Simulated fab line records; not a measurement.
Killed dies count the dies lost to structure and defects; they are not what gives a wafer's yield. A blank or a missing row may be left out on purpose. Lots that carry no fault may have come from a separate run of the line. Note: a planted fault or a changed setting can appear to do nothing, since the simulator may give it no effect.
Matching of chambers | flow gf180mcu | GF_V3_ETCH_16 on rie_diel-04 has 4 sister chambers
The step etches BARC in N2/H2. 18 wafers are shown with their chamber, then 9 later ones without.

## WAFERS WITH THEIR CHAMBER
wafer  | chamber | drypump_motor_current_A (A) | oes_product_au (a.u.) | throttle_valve_pct (%)
L078.1 | 2       | 5.6                         | 0.850                 | 13.238
L078.4 | 0       | 5.5                         | 0.864                 | 13.229
L078.5 | 1       | 5.9                         | 0.854                 | 13.220
L079.2 | 2       | 5.7                         | 0.854                 | 13.229
L079.4 | 3       | 4.7                         | 0.859                 | 13.221
L079.6 | 1       | 5.8                         | 0.851                 | 13.220
L083.1 | 1       | 5.8                         | 0.861                 | 13.226
L083.3 | 0       | 5.5                         | 0.855                 | 13.214
L083.4 | 2       | 5.7                         | 0.852                 | 13.230
L085.3 | 0       | 5.5                         | 0.853                 | 13.214
L085.5 | 3       | 4.7                         | 0.853                 | 13.212
L085.6 | 2       | 5.7                         | 0.852                 | 13.220
L086.1 | 2       | 5.6                         | 0.856                 | 13.224
L086.4 | 3       | 4.7                         | 0.859                 | 13.220
L086.6 | 2       | 5.6                         | 0.854                 | 13.202
L089.2 | 3       | 4.7                         | 0.848                 | 13.221
L089.3 | 1       | 5.8                         | 0.848                 | 13.220
L089.4 | 3       | 4.7                         | 0.857                 | 13.231

SIGNATURES (averages over the wafers above)
reading                 | chamber 0 | chamber 1 | chamber 2 | chamber 3 | scatter within a chamber
drypump_motor_current_A | 5.500     | 5.825     | 5.650     | 4.700     | 0.0401
oes_product_au          | 0.85733   | 0.85350   | 0.85300   | 0.85520   | 0.00441
throttle_valve_pct      | 13.21900  | 13.22150  | 13.22383  | 13.22100  | 0.00893
Rule: a wafer's distance from a chamber is the root of the sum, over the readings, of the square of ((its reading less the chamber's mean) divided by the reading's scatter). The wafer belongs to the nearest chamber; if the next one is less than 2 further off, it can't be placed. The scatter is the square root of a quotient: the sum, over the shown wafers, of each reading's squared deviation from its chamber's mean, divided by wafers minus chambers.

## WAFERS WHOSE CHAMBER IS MISSING
wafer  | drypump_motor_current_A (A) | oes_product_au (a.u.) | throttle_valve_pct (%)
L092.4 | 5.7                         | 0.854                 | 13.222
L092.5 | 4.7                         | 0.857                 | 13.239
L092.6 | 5.5                         | 0.850                 | 13.223
L093.3 | 5.5                         | 0.861                 | 13.222
L093.5 | 5.7                         | 0.856                 | 13.232
L093.6 | 4.7                         | 0.855                 | 13.211
L096.2 | 5.7                         | 0.856                 | 13.221
L096.3 | 4.7                         | 0.863                 | 13.239
L096.4 | 5.8                         | 0.857                 | 13.218

## WHICH CHAMBER EACH WENT THROUGH
wafer  | from the rows above     | in truth
L092.4 | can't be placed: 2 or 1 | 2
L092.5 | 3                       | 3
L092.6 | 0                       | 0
L093.3 | 0                       | 0
L093.5 | can't be placed: 2 or 1 | 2
L093.6 | 3                       | 3
L096.2 | can't be placed: 2 or 1 | 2
L096.3 | 3                       | 3
L096.4 | 1                       | 1
Placed correctly: 6 of 9. Can't be placed from these rows: 3 (the true chamber is among the candidates in 3). Number placed wrongly: 0.
